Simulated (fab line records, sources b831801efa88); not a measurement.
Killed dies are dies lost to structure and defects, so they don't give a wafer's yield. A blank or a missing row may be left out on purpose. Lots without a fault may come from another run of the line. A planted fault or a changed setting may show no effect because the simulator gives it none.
Chamber matching | flow sky130 | SKY_VIA2_CMP_02 on cmp-01: 4 sister chambers
The step polishes SiO2. 14 wafers are shown with their chamber, then 7 later ones without.

WAFERS WITH THEIR CHAMBER
wafer  | chamber | motor_current_A (A)
L153.2 | 0       | 10.2
L153.3 | 3       | 12.1
L153.6 | 2       | 13.4
L155.2 | 2       | 12.7
L155.4 | 0       | 10.0
L155.5 | 2       | 14.1
L158.1 | 1       | 11.2
L158.3 | 0       | 10.2
L158.6 | 2       | 12.9
L161.1 | 3       | 12.3
L161.2 | 0       | 9.9
L161.6 | 2       | 13.6
L168.1 | 0       | 10.2
L168.2 | 2       | 14.2

SIGNATURES (means of the wafers above)
reading         | chamber 0 | chamber 1 | chamber 2 | chamber 3 | scatter within a chamber
motor_current_A | 10.100    | 11.200    | 13.483    | 12.200    | 0.444
Rule: a wafer's distance from a chamber is the root of the sum, over the readings, of the square of ((its reading less the chamber's mean) divided by the reading's scatter). The wafer belongs to the nearest chamber; if the next one is less than 2 further off, it can't be placed. The scatter: the root of (the sum of the squares of (reading less its chamber's mean) over the shown wafers, divided by (wafers less chambers)).

WAFERS WITHOUT THEIR CHAMBER
wafer  | motor_current_A (A)
L168.5 | 13.5
L171.1 | 10.3
L171.2 | 11.5
L171.3 | 12.4
L175.3 | 12.0
L175.4 | 12.9
L175.5 | 13.2

WHICH CHAMBER EACH WENT THROUGH
wafer  | from the rows above     | in truth
L168.5 | 2                       | 2
L171.1 | can't be placed: 0 or 1 | 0
L171.2 | can't be placed: 1 or 3 | 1
L171.3 | can't be placed: 3 or 2 | 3
L175.3 | can't be placed: 3 or 1 | 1
L175.4 | can't be placed: 2 or 3 | 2
L175.5 | can't be placed: 2 or 3 | 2
Placed correctly: 1 of 7. Can't be placed from these rows: 6 (the true chamber is among the candidates in 6). Placed wrongly: 0.
